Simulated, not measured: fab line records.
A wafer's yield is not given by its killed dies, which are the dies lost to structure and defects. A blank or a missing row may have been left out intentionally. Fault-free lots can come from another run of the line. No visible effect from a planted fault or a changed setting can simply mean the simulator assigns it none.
Problem report, 8D (eight disciplines) form, completed by code / flow sky130 / the parts of the form that need people (team, actions taken, sign-off) are left out

== 1. THE ISSUE ==
cd-nm at SKY_SD_P_CD_MEAS_07 reads a mean of 350.0 nm on 4 wafers of 2 lots; wafers without a fault read 380.6 nm with a standard deviation of 2.6. That puts it -12 standard deviations away from the usual mean.
The step: target cd 380 nm.
The first sign was on wafer L442.4 at day 29 09:09, on cd-sem-02. Wafers with a number at this step in the record: 37, from 13 lots. The rule behind "out" and "out of limits": a value lying over 4 standard deviations away from the usual mean. Any other wafer with a number is counted as sound.

== 2. WHAT IT IS, WHAT IT ISN'T ==
question=which readings at this step | is=cd-nm | is not=-
question=which lots | is=L442, L443 | is not=L431, L432, L433, L437, L438, L439, L450, L451, L452, L453, L454
question=which wafers of those lots | is=all that have a number | is not=-
question=read on which gauges | is=cd-sem-01, cd-sem-02 | is not=-
question=when | is=from day 29 09:09 | is not=up to then (18 sound wafers); but 15 sound wafers of L450, L451, L452, L453, L454 came after

== 3. WHAT RULES OUT EACH SUSPECT ==
Counting: a tool at a process step up to the reading stays a suspect if it ran every lot that is out and no sound lot after the first of them.
- the gauge at SKY_SD_P_CD_MEAS_07 has been ruled out. 2 gauges (cd-sem-01, cd-sem-02) read the wafers that are out.
- plasma-asher-02 at SKY_POLY_CUT_STRIP_12 (strips in O2/N2): ruled out as a lasting fault. The sound lots L453 went through it after L442, its earliest lot that is out (day 28 04:49).
- litho-track-01 at SKY_SD_P_DEVELOP_06 (develop time 60 s): ruled out as a lasting fault. The sound lots L450, L454 went through it after L442, its earliest lot that is out (day 29 09:01).
Left after counting: nothing in the record.

== 4. THE CAUSE (what the simulator had put in) ==
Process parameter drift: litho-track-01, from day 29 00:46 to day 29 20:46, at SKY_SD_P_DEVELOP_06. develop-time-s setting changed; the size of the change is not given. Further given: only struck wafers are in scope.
Counting ruled it out, wrongly: the rule takes a fault to strike every lot that its tool runs from its start on, and this one did not.

== 5. THE CHAIN OF EFFECTS, in route order ==
Each row: a reading whose mean over the struck wafers that have a number lies more than 3 standard deviations from the usual. Only readings whose record carries a usual standard deviation are examined. hours: median over the lots of the time between each lot's start at the first step of this table that gives one and its start at this step. sigmas: the change, counted in usual standard deviations.
hours=0; step=SKY_SD_P_CD_MEAS_07; reading=cd-nm; usual=380.6 nm; on struck wafers=350.0; change=-30.6; sigmas=-12

== 6. HOW IT WOULD HAVE BEEN CAUGHT EARLIER ==
The first out-of-limits reading at a measuring or inspecting step in this record came at day 29 09:09, 8 hours after the fault's start at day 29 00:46.
